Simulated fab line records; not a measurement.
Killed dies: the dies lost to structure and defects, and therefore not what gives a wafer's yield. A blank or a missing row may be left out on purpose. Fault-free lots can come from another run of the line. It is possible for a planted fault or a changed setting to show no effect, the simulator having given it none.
fab line records + flow sky130
record
- lots=12
- wafers=34
- last_day=50
route steps=708 shown SD_P@327 RES_XHIGH@339 SD_N@350 PAD_OPEN@708
lots with no fault: from the same line, run without faults
start_h: the number of hours between the record's first day and the start of the first shown wafer of the lot + wait_h: hours elapsed since this lot's preceding step + " same as the row above + L1.1+2: several wafers, shown together as one row + - no value, or no start was given + * or withheld: withheld + < > ~ a bound
route shown NAME@n: NAME is a module with steps in the file, n the number in the route of the first one + usual: the fault-free wafers' mean and standard deviation + same: alike in all rows + chamber/n: place in a boat + sites: each site's reading + _std_site: the values' standard deviation + _edge_site: mean of outer sites minus mean of inner sites + radius_mm: how far each site lies from the wafer's centre + mask NAME#n: copy n + behind: the most recent tool/chamber to have shaped the wafer + hold: the reason the lot was held/the length of the hold in hours/how it ended + device: whichever transistor did not switch (one of n, p or np) + end of line: the tests these same wafers got at the end of their route + step lacking rows: just its recipe + killed: dies lost to structure and defects at the first sort, not the wafer's yield + map: per-die view of a wafer (x killed, . not killed, _ where there is no die)
set.NAME: the run value of the setting; set.NAME@STEP: its run value at that earlier step + model.NAME: the simulator's own value behind a step, which no gauge read
the route's steps for a sample of lots (tables are steps, rows are wafers)
services: from which hour (start_h, from the record's first day; less than 0 if before it) a tool's chamber was out of use, for how many hours, and why
## steps
# step SKY_SD_P_CD_MEAS_07
# recipe
- target_cd_nm=380
# usual
- cd_nm=379.5/2.4
| lot.wafer | tool      | chamber | start_h | wait_h | cd_nm |
|-----------|-----------|---------|---------|--------|-------|
| L774.1    | cd_sem-01 | -       | 574.03  | 0.1    | 377.3 |
| L774.3    | "         | -       | "       | "      | 378.3 |
| L774.5    | "         | -       | "       | "      | 376.5 |
| L777.2    | cd_sem-02 | -       | 643.11  | 0.1    | 378.8 |
| L777.3    | "         | -       | "       | "      | 375.9 |
| L777.5    | "         | -       | "       | "      | 376.5 |
| L778.2    | cd_sem-01 | -       | 644.00  | 0.1    | 384.6 |
| L778.3    | "         | -       | "       | "      | 382.7 |
| L778.4    | "         | -       | "       | "      | 382.3 |
| L779.3    | cd_sem-01 | -       | 647.87  | 0.1    | 375.0 |
| L779.4    | "         | -       | "       | "      | 374.0 |
| L779.6    | "         | -       | "       | "      | 375.7 |
| L783.2    | cd_sem-02 | -       | 661.15  | 0.1    | 383.5 |
| L783.3    | "         | -       | "       | "      | 381.1 |
| L784.1    | cd_sem-01 | -       | 666.09  | 0.1    | 382.7 |
| L784.2    | "         | -       | "       | "      | 381.7 |
| L784.4    | "         | -       | "       | "      | 381.0 |
| L786.3    | cd_sem-01 | -       | 683.47  | 0.1    | 379.4 |
| L786.6    | "         | -       | "       | "      | 380.0 |
| L790.1    | cd_sem-02 | -       | 726.70  | 0.1    | 377.3 |
| L790.2    | "         | -       | "       | "      | 375.8 |
| L790.4    | "         | -       | "       | "      | 377.0 |
| L791.2    | cd_sem-02 | -       | 742.62  | 0.1    | 378.6 |
| L791.3    | "         | -       | "       | "      | 379.8 |
| L791.5    | "         | -       | "       | "      | 381.2 |
| L794.1    | cd_sem-01 | -       | 749.79  | 0.1    | 376.6 |
| L794.3    | "         | -       | "       | "      | 379.6 |
| L794.5    | "         | -       | "       | "      | 377.9 |
| L796.2    | cd_sem-01 | -       | 764.40  | 0.1    | 381.3 |
| L796.3    | "         | -       | "       | "      | 379.5 |
| L796.6    | "         | -       | "       | "      | 381.1 |
| L797.1    | cd_sem-01 | -       | 769.24  | 0.1    | 383.9 |
| L797.2    | "         | -       | "       | "      | 383.0 |
| L797.3    | "         | -       | "       | "      | 381.8 |
# step SKY_SD_P_TW_MEAS_11
# usual
- SD_P_TW=2830/35
| lot.wafer | tool          | chamber | start_h | wait_h | SD_P_TW |
|-----------|---------------|---------|---------|--------|---------|
| L774.1    | film_metro-03 | -       | 574.44  | 0.1    | 2784    |
| L774.3    | "             | -       | "       | "      | 2780    |
| L774.5    | "             | -       | "       | "      | 2789    |
| L777.2    | film_metro-03 | -       | 643.51  | 0.1    | 2810    |
| L777.3    | "             | -       | "       | "      | 2798    |
| L777.5    | "             | -       | "       | "      | 2799    |
| L778.2    | film_metro-02 | -       | 644.40  | 0.1    | 2858    |
| L778.3    | "             | -       | "       | "      | 2871    |
| L778.4    | "             | -       | "       | "      | 2852    |
| L779.3    | film_metro-02 | -       | 648.26  | 0.1    | 2875    |
| L779.4    | "             | -       | "       | "      | 2863    |
| L779.6    | "             | -       | "       | "      | 2873    |
| L783.2    | film_metro-02 | -       | 661.55  | 0.1    | 2860    |
| L783.3    | "             | -       | "       | "      | 2872    |
| L784.1    | film_metro-03 | -       | 666.50  | 0.1    | 2791    |
| L784.2    | "             | -       | "       | "      | 2806    |
| L784.4    | "             | -       | "       | "      | 2795    |
| L786.3    | film_metro-03 | -       | 683.86  | 0.1    | 2797    |
| L786.6    | "             | -       | "       | "      | 2797    |
| L790.1    | film_metro-01 | -       | 727.11  | 0.1    | 2824    |
| L790.2    | "             | -       | "       | "      | 2825    |
| L790.4    | "             | -       | "       | "      | 2827    |
| L791.2    | film_metro-02 | -       | 743.02  | 0.1    | 2859    |
| L791.3    | "             | -       | "       | "      | 2860    |
| L791.5    | "             | -       | "       | "      | 2844    |
| L794.1    | film_metro-03 | -       | 750.20  | 0.1    | 2791    |
| L794.3    | "             | -       | "       | "      | 2790    |
| L794.5    | "             | -       | "       | "      | 2804    |
| L796.2    | film_metro-01 | -       | 764.80  | 0.1    | 2840    |
| L796.3    | "             | -       | "       | "      | 2855    |
| L796.6    | "             | -       | "       | "      | 2832    |
| L797.1    | film_metro-03 | -       | 769.79  | 0.1    | 2789    |
| L797.2    | "             | -       | "       | "      | 2791    |
| L797.3    | "             | -       | "       | "      | 2781    |
# step SKY_RES_XHIGH_IMPLANT_07
# recipe
- species=BF2
- energy_kev=20
- dose_cm2=3.6e+14
- tilt_deg=0
| lot.wafer  | tool         | chamber | start_h | wait_h |
|------------|--------------|---------|---------|--------|
| L774.1+3+5 | implanter-02 | 0       | 603.18  | 0.1    |
| L777.2+3+5 | implanter-03 | 0       | 671.20  | 0.1    |
| L778.2+3+4 | implanter-04 | 0       | 672.82  | 0.1    |
| L779.3+4+6 | implanter-04 | 0       | 676.18  | 0.1    |
| L783.2+3   | implanter-04 | 0       | 688.37  | 0.1    |
| L784.1+2+4 | implanter-03 | 0       | 694.53  | 0.1    |
| L786.3+6   | implanter-04 | 0       | 711.48  | 0.1    |
| L790.1+2+4 | implanter-02 | 0       | 753.88  | 0.1    |
| L791.2+3+5 | implanter-04 | 0       | 769.97  | 0.1    |
| L794.1+3+5 | implanter-04 | 0       | 777.20  | 0.1    |
| L796.2+3+6 | implanter-03 | 0       | 791.47  | 0.1    |
| L797.1+2+3 | implanter-03 | 0       | 796.88  | 0.1    |
# step SKY_RES_XHIGH_STRIP_08
# recipe
- chemistry=O2/N2
- power_w=1400
- pressure_mtorr=1500
- platen_temp_c=withheld
- o2_flow_sccm=3000
- n2_flow_sccm=300
- overash_fraction=0.5
# usual
- drypump_motor_current_A=5.6/0.47
- oes_product_au=0.711/0.004
- strip_time_to_endpoint_s=14.29/0.032
| lot.wafer | tool            | chamber | start_h | wait_h | drypump_motor_current_A | oes_product_au | rf_hours_counter_h | strip_time_to_endpoint_s |
|-----------|-----------------|---------|---------|--------|-------------------------|----------------|--------------------|--------------------------|
| L774.1    | plasma_asher-03 | 1       | 603.33  | 0.1    | 5.8                     | 0.705          | 94                 | 14.33                    |
| L774.3    | "               | 1       | "       | "      | 5.8                     | 0.710          | -                  | 14.29                    |
| L774.5    | "               | 1       | "       | "      | 5.8                     | 0.717          | -                  | 14.32                    |
| L777.2    | plasma_asher-03 | 0       | 671.32  | 0.1    | 5.6                     | 0.713          | 101                | 14.25                    |
| L777.3    | "               | 0       | "       | "      | 5.6                     | 0.709          | -                  | 14.31                    |
| L777.5    | "               | 0       | "       | "      | 5.6                     | 0.705          | -                  | 14.28                    |
| L778.2    | plasma_asher-01 | 1       | 672.95  | 0.1    | 6.4                     | 0.714          | 22                 | 14.35                    |
| L778.3    | "               | 0       | "       | "      | 5.0                     | 0.709          | -                  | 14.36                    |
| L778.4    | "               | 1       | "       | "      | 6.4                     | 0.706          | -                  | 14.35                    |
| L779.3    | plasma_asher-03 | 0       | 676.31  | 0.1    | 5.6                     | 0.715          | -                  | 14.29                    |
| L779.4    | "               | 1       | "       | "      | 5.8                     | 0.715          | -                  | 14.28                    |
| L779.6    | "               | 1       | "       | "      | 5.8                     | 0.714          | -                  | 14.30                    |
| L783.2    | plasma_asher-01 | 0       | 688.50  | 0.1    | 5.0                     | 0.711          | 24                 | 14.24                    |
| L783.3    | "               | 0       | "       | "      | 4.9                     | 0.717          | -                  | 14.15                    |
| L784.1    | plasma_asher-02 | 0       | 694.68  | 0.1    | 5.1                     | 0.711          | 54                 | 14.25                    |
| L784.2    | "               | 1       | "       | "      | 5.8                     | 0.712          | 54                 | 14.30                    |
| L784.4    | "               | 0       | "       | "      | 5.1                     | 0.709          | -                  | 14.27                    |
| L786.3    | plasma_asher-01 | 0       | 711.61  | 0.1    | 5.0                     | 0.714          | -                  | 14.20                    |
| L786.6    | "               | 0       | "       | "      | 5.0                     | 0.707          | -                  | 14.21                    |
| L790.1    | plasma_asher-03 | 1       | 754.03  | 0.1    | 5.8                     | 0.708          | 1                  | 14.29                    |
| L790.2    | "               | 0       | "       | "      | 5.6                     | 0.709          | 1                  | 14.24                    |
| L790.4    | "               | 1       | "       | "      | 5.8                     | 0.704          | -                  | 14.29                    |
| L791.2    | plasma_asher-02 | 0       | 770.10  | 0.1    | 5.1                     | 0.715          | 62                 | 14.33                    |
| L791.3    | "               | 0       | "       | "      | 5.1                     | 0.709          | -                  | 14.34                    |
| L791.5    | "               | 1       | "       | "      | 5.8                     | 0.707          | -                  | 14.40                    |
| L794.1    | plasma_asher-03 | 0       | 777.35  | 0.1    | 5.6                     | 0.715          | 3                  | 14.28                    |
| L794.3    | "               | 0       | "       | "      | 5.6                     | 0.707          | -                  | 14.33                    |
| L794.5    | "               | 1       | "       | "      | 5.8                     | 0.716          | -                  | 14.28                    |
| L796.2    | plasma_asher-03 | 1       | 791.60  | 0.1    | 5.8                     | 0.707          | 4                  | 14.27                    |
| L796.3    | "               | 1       | "       | "      | 5.8                     | 0.707          | -                  | 14.33                    |
| L796.6    | "               | 0       | "       | "      | 5.6                     | 0.708          | -                  | 14.30                    |
| L797.1    | plasma_asher-03 | 0       | 797.03  | 0.1    | 5.6                     | 0.705          | 5                  | 14.30                    |
| L797.2    | "               | 1       | "       | "      | 5.8                     | 0.712          | 5                  | 14.31                    |
| L797.3    | "               | 1       | "       | "      | 5.8                     | 0.707          | -                  | 14.31                    |
# step SKY_RES_XHIGH_TW_MEAS_09
# usual
- RES_XHIGH_TW=1641/19
| lot.wafer | tool          | chamber | start_h | wait_h | RES_XHIGH_TW |
|-----------|---------------|---------|---------|--------|--------------|
| L774.1    | film_metro-02 | -       | 603.43  | 0.1    | 1678         |
| L774.3    | "             | -       | "       | "      | 1677         |
| L774.5    | "             | -       | "       | "      | 1668         |
| L777.2    | film_metro-03 | -       | 671.43  | 0.1    | 1628         |
| L777.3    | "             | -       | "       | "      | 1635         |
| L777.5    | "             | -       | "       | "      | 1638         |
| L778.2    | film_metro-02 | -       | 673.06  | 0.1    | 1660         |
| L778.3    | "             | -       | "       | "      | 1664         |
| L778.4    | "             | -       | "       | "      | 1665         |
| L779.3    | film_metro-02 | -       | 676.40  | 0.1    | 1663         |
| L779.4    | "             | -       | "       | "      | 1657         |
| L779.6    | "             | -       | "       | "      | 1662         |
| L783.2    | film_metro-03 | -       | 688.61  | 0.1    | 1632         |
| L783.3    | "             | -       | "       | "      | 1550         |
| L784.1    | film_metro-02 | -       | 694.78  | 0.1    | 1655         |
| L784.2    | "             | -       | "       | "      | 1660         |
| L784.4    | "             | -       | "       | "      | 1658         |
| L786.3    | film_metro-03 | -       | 711.70  | 0.1    | 1554         |
| L786.6    | "             | -       | "       | "      | 1550         |
| L790.1    | film_metro-02 | -       | 754.13  | 0.1    | 1651         |
| L790.2    | "             | -       | "       | "      | 1657         |
| L790.4    | "             | -       | "       | "      | 1651         |
| L791.2    | film_metro-01 | -       | 770.21  | 0.1    | 1643         |
| L791.3    | "             | -       | "       | "      | 1651         |
| L791.5    | "             | -       | "       | "      | 1650         |
| L794.1    | film_metro-03 | -       | 777.47  | 0.1    | 1616         |
| L794.3    | "             | -       | "       | "      | 1621         |
| L794.5    | "             | -       | "       | "      | 1611         |
| L796.2    | film_metro-01 | -       | 791.71  | 0.1    | 1644         |
| L796.3    | "             | -       | "       | "      | 1644         |
| L796.6    | "             | -       | "       | "      | 1642         |
| L797.1    | film_metro-03 | -       | 797.13  | 0.1    | 1624         |
| L797.2    | "             | -       | "       | "      | 1614         |
| L797.3    | "             | -       | "       | "      | 1621         |
# step SKY_SD_N_OVL_MEAS_08
# usual
- SD_N_OVL=0.1/1.3
| lot.wafer | tool       | chamber | start_h | wait_h | SD_N_OVL[nm] |
|-----------|------------|---------|---------|--------|--------------|
| L774.1    | overlay-02 | -       | 632.31  | 0.1    | -0.5         |
| L774.3    | "          | -       | "       | "      | 0.8          |
| L774.5    | "          | -       | "       | "      | -0.8         |
| L777.2    | overlay-01 | -       | 698.95  | 0.1    | 0.7          |
| L777.3    | "          | -       | "       | "      | -0.4         |
| L777.5    | "          | -       | "       | "      | 0.8          |
| L778.2    | overlay-01 | -       | 700.07  | 0.1    | -0.5         |
| L778.3    | "          | -       | "       | "      | 2.1          |
| L778.4    | "          | -       | "       | "      | -0.4         |
| L779.3    | overlay-01 | -       | 704.18  | 0.1    | -1.0         |
| L779.4    | "          | -       | "       | "      | -1.1         |
| L779.6    | "          | -       | "       | "      | -1.4         |
| L783.2    | overlay-02 | -       | 716.53  | 0.1    | 0.5          |
| L783.3    | "          | -       | "       | "      | 0.4          |
| L784.1    | overlay-02 | -       | 723.06  | 0.1    | 0.6          |
| L784.2    | "          | -       | "       | "      | 2.1          |
| L784.4    | "          | -       | "       | "      | -0.4         |
| L786.3    | overlay-01 | -       | 739.58  | 0.1    | -3.5         |
| L786.6    | "          | -       | "       | "      | -2.5         |
| L790.1    | overlay-02 | -       | 781.01  | 0.1    | 0.1          |
| L790.2    | "          | -       | "       | "      | -0.2         |
| L790.4    | "          | -       | "       | "      | 0.9          |
| L791.2    | overlay-01 | -       | 796.97  | 0.1    | -0.1         |
| L791.3    | "          | -       | "       | "      | -1.3         |
| L791.5    | "          | -       | "       | "      | -0.7         |
| L794.1    | overlay-01 | -       | 803.92  | 0.1    | 0.9          |
| L794.3    | "          | -       | "       | "      | 0.8          |
| L794.5    | "          | -       | "       | "      | 2.2          |
| L796.2    | overlay-02 | -       | 817.98  | 0.1    | -1.0         |
| L796.3    | "          | -       | "       | "      | -0.6         |
| L796.6    | "          | -       | "       | "      | -0.8         |
| L797.1    | overlay-02 | -       | 823.34  | 0.1    | -1.0         |
| L797.2    | "          | -       | "       | "      | 0.2          |
| L797.3    | "          | -       | "       | "      | -0.9         |
# step SKY_SD_N_RS_MEAS_18
# recipe
- thk_meas_gauge=four-point-probe
# usual
- RES_XHIGH_RS=333.3/1.3
| lot.wafer | tool          | chamber | start_h | wait_h | RES_XHIGH_RS[ohm/sq] |
|-----------|---------------|---------|---------|--------|----------------------|
| L774.1    | film_metro-01 | -       | 633.27  | 0.1    | 334.3                |
| L774.3    | "             | -       | "       | "      | 334.8                |
| L774.5    | "             | -       | "       | "      | 335.8                |
| L777.2    | film_metro-02 | -       | 700.23  | 0.1    | 331.2                |
| L777.3    | "             | -       | "       | "      | 331.8                |
| L777.5    | "             | -       | "       | "      | 332.6                |
| L778.2    | film_metro-02 | -       | 701.04  | 0.1    | 331.6                |
| L778.3    | "             | -       | "       | "      | 332.1                |
| L778.4    | "             | -       | "       | "      | 332.7                |
| L779.3    | film_metro-03 | -       | 705.16  | 0.1    | 332.0                |
| L779.4    | "             | -       | "       | "      | 332.5                |
| L779.6    | "             | -       | "       | "      | 332.0                |
| L783.2    | film_metro-02 | -       | 717.50  | 0.1    | 333.2                |
| L783.3    | "             | -       | "       | "      | 373.4                |
| L784.1    | film_metro-03 | -       | 724.02  | 0.1    | 332.7                |
| L784.2    | "             | -       | "       | "      | 333.2                |
| L784.4    | "             | -       | "       | "      | 334.1                |
| L786.3    | film_metro-01 | -       | 740.57  | 0.1    | 374.4                |
| L786.6    | "             | -       | "       | "      | 373.9                |
| L790.1    | film_metro-02 | -       | 781.97  | 0.1    | 334.8                |
| L790.2    | "             | -       | "       | "      | 335.4                |
| L790.4    | "             | -       | "       | "      | 333.6                |
| L791.2    | film_metro-02 | -       | 797.95  | 0.1    | 333.5                |
| L791.3    | "             | -       | "       | "      | 331.8                |
| L791.5    | "             | -       | "       | "      | 334.0                |
| L794.1    | film_metro-01 | -       | 804.88  | 0.1    | 332.1                |
| L794.3    | "             | -       | "       | "      | 334.3                |
| L794.5    | "             | -       | "       | "      | 333.6                |
| L796.2    | film_metro-01 | -       | 818.95  | 0.1    | 333.7                |
| L796.3    | "             | -       | "       | "      | 334.4                |
| L796.6    | "             | -       | "       | "      | 334.4                |
| L797.1    | film_metro-02 | -       | 824.31  | 0.1    | 331.2                |
| L797.2    | "             | -       | "       | "      | 331.5                |
| L797.3    | "             | -       | "       | "      | 332.5                |
# step SKY_PAD_OPEN_PROBE_99
# usual
- killed_at_M0_to_M3=43/7
- killed_at_M4_up=3.4/1.9
- killed_at_contacts=24/5.4
- killed_at_front_end=15/4.4
- killed_at_other=0.4/0.63
- killed_dies=86/9.1
- killed_on_rim=16/3.5
- killed_open=46/6.6
- killed_short=39/6.6
# same
- gross_dies=492
- killed_at_back_side=0
| lot.wafer | tool      | chamber | start_h | wait_h | killed_at_M0_to_M3 | killed_at_M4_up | killed_at_contacts | killed_at_front_end | killed_at_other | killed_dies | killed_on_rim | killed_open | killed_short |
|-----------|-----------|---------|---------|--------|--------------------|-----------------|--------------------|---------------------|-----------------|-------------|---------------|-------------|--------------|
| L784.1    | prober-01 | -       | 1130.77 | 0.1    | 38                 | 2               | 18                 | 11                  | 0               | 69          | 14            | 39          | 30           |
| L784.2    | prober-01 | -       | 1130.82 | 0.1    | 44                 | 1               | 22                 | 13                  | 0               | 80          | 16            | 39          | 41           |
| L784.4    | prober-01 | -       | 1130.92 | 0.2    | 52                 | 0               | 17                 | 10                  | 0               | 79          | 13            | 45          | 34           |
| L790.1    | prober-01 | -       | 1171.39 | 0.1    | 50                 | 3               | 12                 | 15                  | 0               | 80          | 15            | 43          | 37           |
| L790.2    | prober-01 | -       | 1171.44 | 0.1    | 53                 | 5               | 21                 | 7                   | 0               | 86          | 13            | 46          | 39           |
| L790.4    | prober-01 | -       | 1171.54 | 0.2    | 57                 | 4               | 24                 | 11                  | 0               | 96          | 15            | 45          | 50           |
| L794.1    | prober-02 | -       | 1185.01 | 0.1    | 39                 | 6               | 19                 | 12                  | 0               | 76          | 16            | 51          | 25           |
| L794.3    | prober-02 | -       | 1185.11 | 0.2    | 37                 | 6               | 29                 | 25                  | 0               | 97          | 15            | 52          | 45           |
| L794.5    | prober-02 | -       | 1185.21 | 0.2    | 49                 | 0               | 17                 | 9                   | 0               | 75          | 15            | 44          | 31           |
# killed by level:class
L784.1 VIA1:geometric_particle:open=17 LI_CONTACT:geometric_particle:open=6 METAL3:geometric_particle:short=6 LOCAL_INTERCONNECT:geometric_particle:short=4 CONTACT:geometric_particle:open=4 VIA2:geometric_particle:short=4 POLY_GATE:geometric_particle:short=3 VIA2:geometric_particle:open=3
L784.2 VIA2:geometric_particle:open=11 CONTACT:geometric_particle:short=9 VIA1:geometric_particle:open=8 CONTACT:geometric_particle:open=7 VIA1:geometric_particle:short=6 VIA3:geometric_particle:open=6 FIELD_ISO:geometric_particle:short=4 METAL1:geometric_particle:short=4
L784.4 VIA1:geometric_particle:open=9 VIA2:geometric_particle:open=8 METAL1:geometric_particle:short=8 CONTACT:geometric_particle:open=6 METAL3:geometric_particle:short=5 LI_CONTACT:geometric_particle:open=5 VIA3:geometric_particle:open=5 VIA2:geometric_particle:short=5
L790.1 VIA3:geometric_particle:open=9 VIA1:geometric_particle:open=8 METAL2:geometric_particle:short=7 VIA2:geometric_particle:open=5 POLY_GATE:geometric_particle:short=4 METAL1:geometric_particle:short=4 VIA3:geometric_particle:short=4 FIELD_ISO:geometric_particle:short=3
L790.2 VIA3:geometric_particle:open=12 CONTACT:geometric_particle:open=11 VIA1:geometric_particle:open=9 METAL2:geometric_particle:short=9 VIA2:geometric_particle:open=5 METAL1:geometric_particle:short=4 VIA1:geometric_particle:short=4 VIA2:geometric_particle:short=4
L790.4 VIA1:geometric_particle:open=10 VIA3:geometric_particle:open=10 METAL2:geometric_particle:short=9 CONTACT:geometric_particle:short=8 CONTACT:geometric_particle:open=6 VIA2:geometric_particle:open=5 METAL1:geometric_particle:short=5 VIA3:geometric_particle:short=5
L794.1 VIA1:geometric_particle:open=12 CONTACT:geometric_particle:open=9 VIA3:geometric_particle:open=8 LI_CONTACT:geometric_particle:open=5 POLY_GATE:geometric_particle:open=4 METAL4:geometric_particle:short=4 VIA1:geometric_particle:short=4 METAL2:geometric_particle:short=4
L794.3 CONTACT:geometric_particle:open=12 FIELD_ISO:geometric_particle:open=8 VIA2:geometric_particle:open=7 VIA1:geometric_particle:open=6 LOCAL_INTERCONNECT:geometric_particle:short=6 VIA3:geometric_particle:open=6 FIELD_ISO:geometric_particle:short=5 LI_CONTACT:geometric_particle:open=5
L794.5 VIA2:geometric_particle:open=10 VIA3:geometric_particle:open=9 CONTACT:geometric_particle:open=9 VIA1:geometric_particle:open=6 VIA1:geometric_particle:short=5 LOCAL_INTERCONNECT:geometric_particle:short=4 VIA2:geometric_particle:short=4 VIA3:geometric_particle:short=3
## services
| tool            | chamber | start_h | hours | kind       |
|-----------------|---------|---------|-------|------------|
| implanter-04    | -       | 593.25  | 0.5   | repair     |
| implanter-03    | -       | 634.46  | 2.2   | repair     |
| plasma_asher-02 | -       | 640.53  | 1.0   | repair     |
| implanter-03    | -       | 666.17  | 3.2   | repair     |
| implanter-03    | -       | 675.93  | 3.9   | repair     |
| implanter-03    | -       | 677.98  | 16.1  | repair     |
| plasma_asher-01 | -       | 683.63  | 1.3   | repair     |
| plasma_asher-03 | -       | 733.75  | 9.0   | pm         |
| plasma_asher-03 | 0       | 733.75  | 9.0   | vent_cycle |
| plasma_asher-03 | 1       | 733.75  | 9.0   | vent_cycle |
| implanter-03    | -       | 737.93  | 30.1  | pm         |
| plasma_asher-03 | 0       | 742.75  | -     | clean      |
| plasma_asher-03 | 1       | 742.75  | -     | clean      |
| implanter-04    | -       | 749.05  | 4.1   | pm         |
| plasma_asher-01 | -       | 755.65  | 2.3   | repair     |
| implanter-04    | -       | 764.33  | 3.9   | pm         |
| implanter-03    | -       | 767.99  | 3.6   | pm         |
| implanter-02    | -       | 768.26  | 6.8   | pm         |
| implanter-04    | -       | 773.86  | 2.5   | repair     |
## key
first_sign
- step=SKY_RES_XHIGH_STRIP_08
- reading=strip_time_to_endpoint_s
- direction=down
- sigmas=3.2
- usual=*
- struck=*
effect
- step=SKY_RES_XHIGH_TW_MEAS_09
- reading=RES_XHIGH_TW
- direction=down
- sigmas=4.8
- usual=1641
- struck=1551
effect
- step=SKY_SD_N_RS_MEAS_18
- reading=RES_XHIGH_RS
- direction=up
- sigmas=32
- usual=333.3
- struck=373.9
met_at SKY_RES_XHIGH_IMPLANT_07
struck_lots L783,L786
struck_wafers L783.3,L786.3,L786.6
tester_left_out L783,L786
not_acting_at SKY_SD_P_CD_MEAS_07,SKY_SD_P_TW_MEAS_11,SKY_SD_N_OVL_MEAS_08
onset_between 676.18 688.37
fault
- kind=process_parameter_drift
- tool=implanter-04
- chamber=-
- onset_h=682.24
- steps=SKY_RES_XHIGH_IMPLANT_07
- channel=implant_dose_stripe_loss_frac
- offset=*
- shape=step
- end_h=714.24
- scope=struck_wafers_only
# tester_left_out: of these lots the tester's yield and bins aren't shown, on N5 and GAA mostly nor the transistor test; their killed dies are dies lost to structure and defects alone, not to doping, threshold or leakage, so they don't give the yield
